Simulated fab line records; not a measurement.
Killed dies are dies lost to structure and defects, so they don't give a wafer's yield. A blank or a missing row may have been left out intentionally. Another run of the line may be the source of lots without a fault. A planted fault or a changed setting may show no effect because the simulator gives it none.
Problem report, 8D (eight disciplines) form, completed by code	flow sfqLine	the parts of the form that need people (team, actions taken, sign-off) are left out

## 1. THE PROBLEM
Wafers without a fault read 3000.3 rpm, standard deviation 2; spinSpeedRpm at SFQ_TRILAYER_I1_VIA_LITHO_COAT_054 reads a mean of 2857.0 rpm on 6 wafers belonging to 2 lots. Measured from the usual mean, that is -72 standard deviations.
The step: resist thk 62 nm.
Earliest sighting: wafer L933.1 on lithoTrack-01 at day 17 12:21. The record holds 42 wafers of 14 lots with a number at this step. Rule for "out" (also "out of limits"): further than 4 standard deviations from the usual mean. Any other wafer with a number is counted as sound.

## 2. WHAT THIS IS AND IS NOT
question	is	is not
which readings at this step	spinSpeedRpm	-
which lots	L933, L935	L920, L921, L923, L924, L925, L926, L927, L928, L939, L940, L941, L942
which wafers of those lots	all that have a number	-
read on which tools	lithoTrack-01	lithoTrack-04
when	from day 17 12:21	up to then (24 sound wafers); but 12 sound wafers of L939, L940, L941, L942 came after

## 3. WHAT RULES OUT EACH SUSPECT
Counting: a tool at any process step up to the reading remains a suspect when it ran all the lots that are out and ran no sound lot after the first of those.
- lithoTrack-01 at SFQ_TRILAYER_I1_VIA_LITHO_COAT_054 (resist thk 62 nm): ruled out as a lasting fault. Following L933 (day 17 12:21), the first lot on it that is out, the sound lots L942 were run on it.
Left after counting: nothing in the record.

## 4. THE CAUSE (what the simulator had put in)
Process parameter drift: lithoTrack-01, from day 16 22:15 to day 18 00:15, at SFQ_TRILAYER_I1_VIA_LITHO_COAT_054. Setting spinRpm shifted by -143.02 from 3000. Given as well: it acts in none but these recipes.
Counting ruled it out, wrongly.

## 5. THE CHAIN OF EFFECTS, in route order
Rows list readings where the struck wafers' mean (over those with a number) sits beyond 3 standard deviations from the usual. Only readings whose record carries a usual standard deviation are examined. hours: median over the lots of the time between each lot's start at the first step of this table that gives one and its start at this step. sigmas: the change, counted in usual standard deviations.
hours	step	reading	usual	on struck wafers	change	sigmas
0	SFQ_TRILAYER_I1_VIA_LITHO_COAT_054	spinSpeedRpm	3000.3 rpm	2857.0	-143.3	-72
The process steps in it:
- SFQ_TRILAYER_I1_VIA_LITHO_COAT_054: resist thk 62 nm.

## 6. HOW IT WOULD HAVE BEEN CAUGHT EARLIER
In this record the first reading out of limits was taken at day 17 12:21, 14 hours after the fault began at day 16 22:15.
